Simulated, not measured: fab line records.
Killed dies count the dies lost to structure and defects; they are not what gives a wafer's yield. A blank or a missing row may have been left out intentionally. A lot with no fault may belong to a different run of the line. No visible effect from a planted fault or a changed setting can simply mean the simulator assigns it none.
fab line records | flow sky130
record lots=12 | wafers=36 | lastDay=51
route steps=708 shown FIELD_ISO@14 SONOS_TUNNEL@160 GATE_OXIDE@200 PAD_OPEN@708
lots that met no fault: taken from a fault-free run of the same line
startH: hours from the record's opening day to when the first of the lot's shown wafers began | waitH: hours from the lot's prior step to this one | " as in the row above | L1.1+2: a row that stands for several wafers | - either no value or no given start | * or withheld: withheld | < > ~ a bound
route shown NAME@n: a module of which the file shows steps, and the number in the route of the first | usual: average and standard deviation across the fault-free wafers | same: alike in all rows | chamber/n: place in a boat | sites: per-site readings | _std_site: the standard deviation of these | _edge_site: the outer-site mean with the inner-site mean subtracted | radiusMm: for every site, how far away it sits from the centre of the wafer | mask NAME#n: copy n | behind: the last tool/chamber to shape the wafer | hold: reason for holding the lot/hours on hold/outcome of the hold | device: the transistor (n, p or np) that didn't switch | end of line: the route-end tests of the same wafers | for a step that has no rows: nothing shown but its recipe | killed: dies that structure and defects cost at the first sort, which is not the same as the wafer's yield | map: dies across one wafer; x = killed, . = not, _ = none there
set.NAME: setting as actually run; set.NAME@STEP: the setting as run at that earlier step | model.NAME: the simulator's own value behind a step, which no gauge read
the route's steps for a sample of lots (tables are steps, rows are wafers)
services: from which hour (startH, from the record's first day; less than 0 if before it) a tool's chamber was out of use, for how many hours, and why
## steps
# step SKY_FIELD_ISO_CD_MEAS_13
# recipe targetCdNm=150
# usual cdNm=149.9/1.5
lot.wafer | tool     | chamber | startH | waitH | cdNm
L688.2    | cdSem-02 | -       | 28.74  | -     | 150.8
L688.3    | "        | -       | "      | "     | 149.9
L688.4    | "        | -       | "      | "     | 150.1
L689.3    | cdSem-02 | -       | 36.56  | -     | 151.4
L689.4    | "        | -       | "      | "     | 150.3
L689.6    | "        | -       | "      | "     | 152.3
L690.2    | cdSem-01 | -       | 45.48  | -     | 147.4
L690.5    | "        | -       | "      | "     | 149.7
L690.6    | "        | -       | "      | "     | 149.1
L691.1    | cdSem-02 | -       | 45.59  | -     | 147.8
L691.2    | "        | -       | "      | "     | 147.7
L691.3    | "        | -       | "      | "     | 147.8
L697.1    | cdSem-01 | -       | 76.59  | -     | 149.7
L697.2    | "        | -       | "      | "     | 152.1
L697.6    | "        | -       | "      | "     | 150.4
L698.2    | cdSem-02 | -       | 81.88  | -     | 151.2
L698.3    | "        | -       | "      | "     | 151.6
L698.4    | "        | -       | "      | "     | 151.0
L701.1    | cdSem-02 | -       | 98.31  | -     | 152.4
L701.4    | "        | -       | "      | "     | 151.0
L701.5    | "        | -       | "      | "     | 150.9
L705.2    | cdSem-01 | -       | 118.84 | -     | 149.7
L705.3    | "        | -       | "      | "     | 148.8
L705.5    | "        | -       | "      | "     | 148.2
L707.1    | cdSem-02 | -       | 129.61 | -     | 152.2
L707.5    | "        | -       | "      | "     | 152.1
L707.6    | "        | -       | "      | "     | 150.0
L709.1    | cdSem-01 | -       | 139.39 | -     | 150.6
L709.2    | "        | -       | "      | "     | 150.6
L709.4    | "        | -       | "      | "     | 150.3
L710.1    | cdSem-01 | -       | 143.81 | -     | 149.8
L710.2    | "        | -       | "      | "     | 148.7
L710.5    | "        | -       | "      | "     | 151.4
L711.1    | cdSem-01 | -       | 149.64 | -     | 149.5
L711.2    | "        | -       | "      | "     | 148.6
L711.4    | "        | -       | "      | "     | 149.8
# step SKY_FIELD_ISO_CMP_27
# recipe stopOn=Si3N4 | tOverpolishS=16 | downForcePsi=4 | platenRpm=60 | targetThkNm=457.8 | padVelocityMS=0.94248
# usual motorCurrentA=11.3/0.72 | overpolishRunS=16.002/0.0085 | platenRpm=60.00/0.038 | slurryFlowMlMin=150.0/0.45 | timeToEndpointS=115/5
lot.wafer | tool   | chamber | startH | waitH | motorCurrentA | overpolishRunS | platenRpm | slurryFlowMlMin | timeToEndpointS
L688.2    | cmp-01 | 0       | 39.96  | 0.0   | 11.7          | 15.992         | 60.01     | 149.4           | 114
L688.3    | "      | 1       | "      | "     | 11.9          | 16.009         | 60.03     | 150.2           | 119
L688.4    | "      | 2       | "      | "     | 10.4          | 16.008         | 59.97     | 150.7           | 117
L689.4    | cmp-01 | 2       | 45.72  | 0.0   | 11.1          | 16.009         | 59.95     | 149.8           | 116
L689.3    | "      | 1       | "      | "     | 11.7          | 15.993         | 59.99     | 149.5           | 127
L689.6    | "      | 3       | "      | "     | 13.2          | 16.000         | 59.98     | 150.3           | 121
L691.1    | cmp-01 | 3       | 49.54  | 0.0   | 13.0          | 16.002         | 59.95     | 150.6           | 125
L691.2    | "      | 1       | "      | "     | 11.6          | 16.003         | 60.02     | 149.6           | 124
L691.3    | "      | 2       | "      | "     | 11.8          | 16.016         | 59.96     | 149.6           | 111
L690.2    | cmp-02 | 1       | 49.64  | 0.1   | 11.5          | 16.004         | 59.94     | 150.4           | 112
L690.6    | "      | 3       | "      | "     | 11.8          | 15.998         | 59.96     | 150.6           | 109
L690.5    | "      | 0       | "      | "     | 10.2          | 16.010         | 60.03     | 150.0           | 111
L697.2    | cmp-02 | 3       | 82.33  | 0.1   | 11.3          | 16.009         | 59.97     | 149.9           | 112
L697.1    | "      | 1       | "      | "     | 11.5          | 16.011         | 60.03     | 150.0           | 116
L697.6    | "      | 2       | "      | "     | 10.9          | 16.021         | 59.94     | 150.9           | 117
L698.4    | cmp-02 | 3       | 89.11  | 0.0   | 11.1          | 16.005         | 60.02     | 150.0           | 115
L698.3    | "      | 0       | "      | "     | 10.6          | 15.992         | 59.99     | 150.2           | 111
L698.2    | "      | 2       | "      | "     | 11.0          | 16.001         | 60.06     | 149.2           | 117
L701.1    | cmp-02 | 3       | 105.84 | 0.0   | 12.0          | 16.002         | 60.01     | 150.5           | 112
L701.4    | "      | 0       | "      | "     | 10.8          | 15.999         | 59.96     | 150.0           | 113
L701.5    | "      | 3       | "      | "     | 11.4          | 15.991         | 60.03     | 150.3           | 110
L705.3    | cmp-02 | 1       | 123.12 | 0.1   | 11.4          | 15.998         | 60.06     | 149.6           | 111
L705.2    | "      | 2       | "      | "     | 10.4          | 16.014         | 60.03     | 150.3           | 115
L705.5    | "      | 0       | "      | "     | 10.3          | 16.003         | 60.05     | 150.2           | 111
L707.1    | cmp-02 | 0       | 135.27 | 0.1   | 10.7          | 15.994         | 59.94     | 150.2           | 109
L707.6    | "      | 2       | "      | "     | 10.8          | 16.003         | 60.01     | 149.9           | 114
L707.5    | "      | 3       | "      | "     | 11.5          | 15.996         | 60.04     | 150.6           | 110
L709.1    | cmp-01 | 3       | 145.15 | 0.0   | 12.5          | 15.991         | 59.97     | 150.1           | 124
L709.4    | "      | 1       | "      | "     | 11.2          | 16.011         | 59.93     | 151.2           | 127
L709.2    | "      | 2       | "      | "     | 11.2          | 16.001         | 60.02     | 149.2           | 115
L710.2    | cmp-02 | 2       | 149.46 | 0.1   | 10.5          | 16.004         | 59.94     | 150.7           | 115
L710.1    | "      | 3       | "      | "     | 11.2          | 15.988         | 60.05     | 149.9           | 111
L710.5    | "      | 0       | "      | "     | 9.8           | 15.981         | 60.05     | 149.7           | 111
L711.1    | cmp-01 | 2       | 154.55 | 0.1   | 11.1          | 16.016         | 60.04     | 148.9           | 119
L711.2    | "      | 3       | "      | "     | 13.0          | 16.008         | 59.96     | 150.3           | 121
L711.4    | "      | 0       | "      | "     | 11.2          | 16.009         | 60.10     | 150.2           | 119
# step SKY_SONOS_TUNNEL_DEVELOP_06
# recipe resist=NOVOLAK | developer=TMAH | developTimeS=60 | devTempC=23
lot.wafer  | tool          | chamber | startH | waitH
L688.2+3+4 | lithoTrack-04 | 0       | 273.91 | 0.1
L689.3+4+6 | lithoTrack-01 | 0       | 275.31 | 0.1
L691.1+2+3 | lithoTrack-04 | 0       | 283.83 | 0.1
L690.2+5+6 | lithoTrack-04 | 0       | 284.76 | 0.1
L697.1+2+6 | lithoTrack-04 | 0       | 334.83 | 0.1
L698.2+3+4 | lithoTrack-04 | 0       | 342.26 | 0.1
L701.1+4+5 | lithoTrack-01 | 0       | 371.36 | 0.1
L705.2+3+5 | lithoTrack-03 | 0       | 395.86 | 0.1
L707.1+5+6 | lithoTrack-04 | 0       | 414.88 | 0.1
L709.1+2+4 | lithoTrack-03 | 0       | 430.44 | 0.1
L710.1+2+5 | lithoTrack-03 | 0       | 432.29 | 0.1
L711.1+2+4 | lithoTrack-03 | 0       | 445.23 | 0.1
# step SKY_SONOS_TUNNEL_CD_MEAS_07
# recipe targetCdNm=410
# usual cdNm=410.4/2.5
lot.wafer | tool     | chamber | startH | waitH | hold                    | cdNm
L688.2    | cdSem-02 | -       | 274.05 | 0.1   | -                       | 407.0
L688.3    | "        | -       | "      | "     | -                       | 405.5
L688.4    | "        | -       | "      | "     | -                       | 406.9
L689.3    | cdSem-01 | -       | 275.45 | 0.1   | -                       | 407.6
L689.4    | "        | -       | "      | "     | -                       | 404.9
L689.6    | "        | -       | "      | "     | -                       | 406.5
L691.1    | cdSem-02 | -       | 283.98 | 0.1   | -                       | 411.2
L691.2    | "        | -       | "      | "     | -                       | 409.0
L691.3    | "        | -       | "      | "     | -                       | 411.9
L690.2    | cdSem-02 | -       | 284.90 | 0.1   | -                       | 413.0
L690.5    | "        | -       | "      | "     | -                       | 412.3
L690.6    | "        | -       | "      | "     | -                       | 413.3
L697.1    | cdSem-01 | -       | 334.98 | 0.1   | awaitDispo/0.2h/release | 420.8
L697.2    | "        | -       | "      | "     | awaitDispo/0.2h/release | 418.4
L697.6    | "        | -       | "      | "     | awaitDispo/0.2h/release | 418.4
L697.1    | cdSem-01 | -       | 335.27 | 0.3   | -                       | 420.5
L697.2    | "        | -       | "      | "     | -                       | 418.4
L697.6    | "        | -       | "      | "     | -                       | 418.8
L698.2    | cdSem-02 | -       | 342.40 | 0.1   | -                       | 418.8
L698.3    | "        | -       | "      | "     | -                       | 416.6
L698.4    | "        | -       | "      | "     | -                       | 417.1
L701.1    | cdSem-01 | -       | 371.51 | 0.1   | -                       | 410.3
L701.4    | "        | -       | "      | "     | -                       | 410.5
L701.5    | "        | -       | "      | "     | -                       | 411.3
L705.2    | cdSem-02 | -       | 396.01 | 0.1   | -                       | 408.5
L705.3    | "        | -       | "      | "     | -                       | 407.6
L705.5    | "        | -       | "      | "     | -                       | 406.9
L707.1    | cdSem-02 | -       | 415.03 | 0.1   | -                       | 414.2
L707.5    | "        | -       | "      | "     | -                       | 412.3
L707.6    | "        | -       | "      | "     | -                       | 413.7
L709.1    | cdSem-01 | -       | 430.59 | 0.1   | -                       | 409.2
L709.2    | "        | -       | "      | "     | -                       | 410.1
L709.4    | "        | -       | "      | "     | -                       | 408.7
L710.1    | cdSem-01 | -       | 432.44 | 0.1   | -                       | 411.0
L710.2    | "        | -       | "      | "     | -                       | 410.1
L710.5    | "        | -       | "      | "     | -                       | 411.8
L711.1    | cdSem-01 | -       | 445.38 | 0.1   | -                       | 410.7
L711.2    | "        | -       | "      | "     | -                       | 412.7
L711.4    | "        | -       | "      | "     | -                       | 413.0
# step SKY_GATE_OXIDE_STRIP_13
# recipe chemistry=O2/N2 | powerW=1400 | pressureMtorr=1500 | platenTempC=withheld | o2FlowSccm=3000 | n2FlowSccm=300 | overashFraction=0.5
# usual drypumpMotorCurrentA=6.2/0.41 | oesProductAu=0.715/0.0049 | stripTimeToEndpointS=14.16/0.037
lot.wafer | tool           | chamber | startH | waitH | drypumpMotorCurrentA | oesProductAu | rfHoursCounterH | stripTimeToEndpointS
L688.2    | plasmaAsher-04 | 0       | 333.37 | 0.0   | 6.5                  | 0.712        | 64              | 14.15
L688.3    | "              | 1       | "      | "     | 6.3                  | 0.714        | -               | 14.07
L688.4    | "              | 0       | "      | "     | 6.5                  | 0.719        | -               | 14.17
L689.3    | plasmaAsher-03 | 0       | 338.96 | 0.0   | 5.9                  | 0.711        | -               | 14.10
L689.4    | "              | 1       | "      | "     | 6.8                  | 0.714        | -               | 14.12
L689.6    | "              | 0       | "      | "     | 5.9                  | 0.720        | -               | 14.14
L691.1    | plasmaAsher-02 | 1       | 347.17 | 0.0   | 6.0                  | 0.717        | 62              | 14.12
L691.2    | "              | 0       | "      | "     | 5.5                  | 0.717        | 62              | 14.21
L691.3    | "              | 0       | "      | "     | 5.5                  | 0.715        | -               | 14.20
L690.2    | plasmaAsher-04 | 0       | 350.64 | 0.0   | 6.5                  | 0.708        | 65              | 14.23
L690.5    | "              | 0       | "      | "     | 6.5                  | 0.704        | -               | 14.20
L690.6    | "              | 1       | "      | "     | 6.3                  | 0.710        | -               | 14.21
L697.1    | plasmaAsher-03 | 0       | 404.47 | 0.0   | 5.9                  | 0.725        | 58              | 14.10
L697.2    | "              | 1       | "      | "     | 6.8                  | 0.716        | 58              | 14.11
L697.6    | "              | 0       | "      | "     | 5.9                  | 0.719        | -               | 14.16
L698.2    | plasmaAsher-04 | 1       | 411.32 | 0.0   | 6.3                  | 0.712        | 73              | 14.07
L698.3    | "              | 1       | "      | "     | 6.3                  | 0.719        | -               | 14.13
L698.4    | "              | 0       | "      | "     | 6.5                  | 0.721        | -               | 14.10
L701.1    | plasmaAsher-02 | 0       | 443.53 | 0.0   | 5.5                  | 0.718        | 1               | 14.15
L701.4    | "              | 1       | "      | "     | 5.9                  | 0.714        | -               | 14.12
L701.5    | "              | 0       | "      | "     | 5.5                  | 0.718        | -               | 14.15
L705.2    | plasmaAsher-02 | 1       | 468.96 | 0.0   | 5.9                  | 0.719        | 3               | 14.14
L705.3    | "              | 1       | "      | "     | 5.9                  | 0.717        | -               | 14.11
L705.5    | "              | 1       | "      | "     | 5.9                  | 0.717        | -               | 14.11
L707.1    | plasmaAsher-04 | 0       | 488.14 | 0.0   | 6.5                  | 0.717        | 80              | 14.13
L707.5    | "              | 0       | "      | "     | 6.5                  | 0.726        | -               | 14.14
L707.6    | "              | 1       | "      | "     | 6.3                  | 0.717        | -               | 14.13
L710.1    | plasmaAsher-03 | 1       | 505.37 | 0.0   | 6.8                  | 0.719        | 69              | 14.21
L710.2    | "              | 0       | "      | "     | 5.9                  | 0.719        | 69              | 14.18
L710.5    | "              | 0       | "      | "     | 5.9                  | 0.716        | -               | 14.14
L709.1    | plasmaAsher-04 | 0       | 505.46 | 0.0   | 6.5                  | 0.713        | 82              | 14.22
L709.2    | "              | 1       | "      | "     | 6.3                  | 0.712        | 82              | 14.21
L709.4    | "              | 0       | "      | "     | 6.5                  | 0.719        | -               | 14.19
L711.1    | plasmaAsher-04 | 1       | 516.72 | 0.0   | 6.3                  | 0.718        | 83              | 14.18
L711.2    | "              | 0       | "      | "     | 6.5                  | 0.720        | 83              | 14.16
L711.4    | "              | 0       | "      | "     | 6.5                  | 0.718        | -               | 14.22
# step SKY_PAD_OPEN_PROBE_99
# usual killed_at_M0_to_M3=43/6.4 | killed_at_M4_up=3.2/1.8 | killedAtContacts=25/5.5 | killedAtFrontEnd=16/5.2 | killedAtOther=0.3/0.49 | killedDies=88/10 | killedOpen=48/7 | killedShort=40/7.1
# same grossDies=492 | killedAtBackSide=0
lot.wafer | tool      | chamber | startH  | waitH | killed_at_M0_to_M3 | killed_at_M4_up | killedAtContacts | killedAtFrontEnd | killedAtOther | killedDies | killedOpen | killedShort
L697.6    | prober-02 | -       | 1150.40 | 0.2   | 41                 | 3               | 25               | 13               | 0             | 82         | 49         | 33
# killed by level:class
L697.6 VIA1:geometricParticle:open=9 LI_CONTACT:geometricParticle:open=8 CONTACT:geometricParticle:open=8 FIELD_ISO:geometricParticle:open=6 CONTACT:geometricParticle:short=6 VIA2:geometricParticle:open=6 VIA3:geometricParticle:open=6 VIA1:geometricParticle:short=5
## services
tool           | chamber | startH | hours | kind
cmp-01         | -       | 50.46  | 0.8   | repair
cmp-02         | -       | 64.21  | 4.0   | pm
cmp-01         | -       | 86.40  | 0.2   | repair
cmp-02         | -       | 97.37  | 4.9   | repair
cmp-01         | -       | 102.25 | 5.8   | pm
cmp-02         | -       | 110.79 | 1.1   | repair
cmp-02         | -       | 140.42 | 1.8   | repair
cmp-01         | -       | 148.73 | 1.5   | repair
cmp-01         | -       | 159.71 | 4.4   | repair
cmp-01         | -       | 174.26 | 0.6   | repair
cmp-02         | -       | 177.75 | 4.3   | pm
cmp-02         | -       | 190.25 | 3.6   | repair
cmp-02         | -       | 223.50 | 4.4   | pm
cmp-01         | -       | 232.00 | 4.0   | pm
cmp-02         | -       | 266.57 | 0.5   | repair
plasmaAsher-04 | -       | 299.81 | 2.1   | repair
cmp-02         | -       | 319.23 | 11.4  | pm
cmp-02         | -       | 332.70 | 4.5   | repair
cmp-02         | -       | 404.37 | 4.0   | pm
plasmaAsher-04 | -       | 415.26 | 5.0   | repair
cmp-02         | -       | 418.82 | 3.2   | repair
cmp-02         | -       | 481.60 | 4.5   | repair
plasmaAsher-04 | -       | 488.57 | 1.7   | repair
plasmaAsher-04 | -       | 515.10 | 0.9   | repair
## key
firstSign step=SKY_SONOS_TUNNEL_CD_MEAS_07 | reading=visit | direction=added
effect step=SKY_SONOS_TUNNEL_CD_MEAS_07 | reading=cdNm | direction=up | sigmas=3.2 | usual=410.4 | struck=418.3
metAt SKY_SONOS_TUNNEL_DEVELOP_06
struckLots L697,L698
testerLeftOut L697,L698
notActingAt SKY_FIELD_ISO_CD_MEAS_13,SKY_FIELD_ISO_CMP_27,SKY_GATE_OXIDE_STRIP_13
onsetBetween 284.76 334.83
fault kind=processParameterDrift | tool=lithoTrack-04 | chamber=- | onsetH=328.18 | steps=SKY_SONOS_TUNNEL_DEVELOP_06 | channel=developTimeS | offset=* | shape=step | endH=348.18 | actsIn=* | stated=*
# testerLeftOut: of these lots the tester's yield and bins aren't shown, on N5 and GAA mostly nor the transistor test; their killed dies are dies lost to structure and defects alone, not to doping, threshold or leakage, so they don't give the yield
